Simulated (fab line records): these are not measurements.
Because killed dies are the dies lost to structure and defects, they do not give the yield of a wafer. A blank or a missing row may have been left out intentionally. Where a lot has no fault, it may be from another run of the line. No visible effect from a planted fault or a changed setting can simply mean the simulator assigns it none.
A struck lot beside a sound one | flow gf180mcu | 23 steps out of a route of 602
Sound: the wafers L125.1, L125.4, L125.5. The struck wafers were L122.3, L122.5, L122.6. The cause comes at the end.
For every step that has rows: the tool of each side, followed by ch and its chambers, followed by its first start. Under that, the readings that differ: sound wafers | struck wafers | difference of the means | sigmas: that difference in standard deviations of wafers without a fault.
alike: readings with means less than 2 such deviations apart, plus words and numbers identical on both sides. not compared: withheld readings, readings lacking a value on some wafer, bounds such as >300 that could conceal the same value, and numbers that have no deviation in the record and whose values overlap.
A row with sigmas, a row that says differs or no value, or rows on one side alone: a step with any of these is where the two part. Non-overlapping numbers with no deviation appear without sigmas and do not part them. Lack of a reading on every wafer of one side parts them only where that side has two or more wafers.

GF_CONTACT_RS_MEAS_25: measures by four-point-probe.
  struck on film-metro-02, day 20 01:49; sound on film-metro-04, day 21 15:39
  alike: CONTACT_W_RS
GF_CONTACT_THK_MEAS_26: measures by xrf.
  struck on film-metro-02, day 20 01:55; sound on film-metro-04, day 21 15:46
  alike: CONTACT_W_THK
then, 1 step without rows for these wafers: GF_CONTACT_CMP_27 (polishes, stops on SiO2, t overpolish 15 s, target thk 0 nm).
GF_M1_SPUTTER_00: material Ti, target thk 37.5 nm, time 150 s.
  struck on pvd-sputter-01, day 20 02:16; sound on pvd-sputter-03, day 21 16:08
  alike: cathode-dc-power-W, throttle-valve-pct
GF_M1_SPUTTER_01: material TiN, target thk 30 nm, time 25 s.
  struck on pvd-sputter-01, day 20 02:22; sound on pvd-sputter-03, day 21 16:14
  alike: cathode-dc-power-W, throttle-valve-pct
GF_M1_SPUTTER_02: material AlCu, target thk 450 nm, time 23.9 s.
  struck on pvd-sputter-01, day 20 02:23; sound on pvd-sputter-03, day 21 16:16
  alike: cathode-dc-power-W, throttle-valve-pct
GF_M1_SPUTTER_03: material Ti, target thk 10 nm, time 6.7 s.
  struck on pvd-sputter-01, day 20 02:25; sound on pvd-sputter-03, day 21 16:17
  alike: cathode-dc-power-W, throttle-valve-pct
GF_M1_SPUTTER_04: material TiN, target thk 50 nm, time 41.7 s.
  struck on pvd-sputter-01, day 20 02:26; sound on pvd-sputter-03, day 21 16:19
  alike: cathode-dc-power-W, throttle-valve-pct
GF_M1_RS_MEAS_05: measures by four-point-probe.
  struck on film-metro-01, day 20 02:31; sound on film-metro-03, day 21 16:21
  alike: M1_ALCU_RS
GF_M1_THK_MEAS_06: measures by xrf.
  struck on film-metro-01, day 20 02:37; sound on film-metro-03, day 21 16:28
  reading          | sound       | struck      | difference | sigmas
  M1_ALCU_THK (nm) | 445 446 451 | 460 460 460 | +13        | +2
then, 2 steps without rows for these wafers: GF_M1_DEHYDRATE_07 (time 60 s); GF_M1_HMDS_08 (prime time 60 s).
GF_M1_COAT_09: resist thk 1000 nm.
  sound on litho-track-04 ch 0, day 22 04:11; struck on litho-track-02 ch 0, day 20 13:41
  reading                             | sound           | struck         | difference | sigmas
  model.KrF_of_M1_COAT_09.thk-nm (nm) | 1003 1001 999.2 | 1019 1020 1021 | +19        |
then, 4 steps without rows for these wafers: GF_M1_SOFTBAKE_10 (time 60 s); GF_M1_EXPOSE_11 (exposes mask Metal1, target cd 230 nm); GF_M1_PEB_12 (peb time 90 s); GF_M1_DEVELOP_13 (develop time 60 s).
GF_M1_CD_MEAS_14: the cd target is 230 nm.
  struck on cd-sem-02, day 21 02:04; sound on cd-sem-01, day 22 15:41
  alike: cd-nm
GF_M1_OVL_MEAS_15:
  struck on overlay-02, day 21 02:10; sound on overlay-02, day 22 15:49
  alike: M1_OVL
GF_M1_METAL_ETCH_16: etches the open film in Cl2/BCl3, stops on SiO2, target depth 750.8 nm, time 125.1 s.
  sound on rie-metal-03 ch 0, day 22 15:50; struck on rie-metal-03 ch 0,1, day 21 02:14
  reading                             | sound           | struck          | difference | sigmas
  model.KrF_of_M1_COAT_09.thk-nm (nm) | 688 683.6 684.2 | 703 707.1 707.1 | +20        |
  alike: drypump-motor-current-A, oes-product-au, throttle-valve-pct
  not compared: rf-hours-counter-h
GF_M1_STRIP_17: strips in O2/N2.
  sound on plasma-asher-03 ch 0, day 22 16:06; struck on plasma-asher-03 ch 0,1, day 21 02:21
  reading                      | sound             | struck            | difference | sigmas
  oes-product-au (a.u.)        | 0.542 0.539 0.531 | 0.546 0.546 0.550 | +0.010     | +2
  strip-time-to-endpoint-s (s) | 7.44 7.38 7.37    | 7.56 7.61 7.59    | +0.19      | +5
  alike: drypump-motor-current-A, heater-power-w
  not compared: rf-hours-counter-h
then, 1 step without rows for these wafers: GF_M1_STRIP_18 (strips in post etch residue remover, time 1200 s).
GF_PASSIVATION_PROBE_99:
  rows exist in the record for the sound wafers here (prober-01, day 33 05:33), none for the struck ones

WHERE THEY PART
First at GF_M1_THK_MEAS_06; last, within this record, at GF_PASSIVATION_PROBE_99.

WHY: whatever the simulator had introduced
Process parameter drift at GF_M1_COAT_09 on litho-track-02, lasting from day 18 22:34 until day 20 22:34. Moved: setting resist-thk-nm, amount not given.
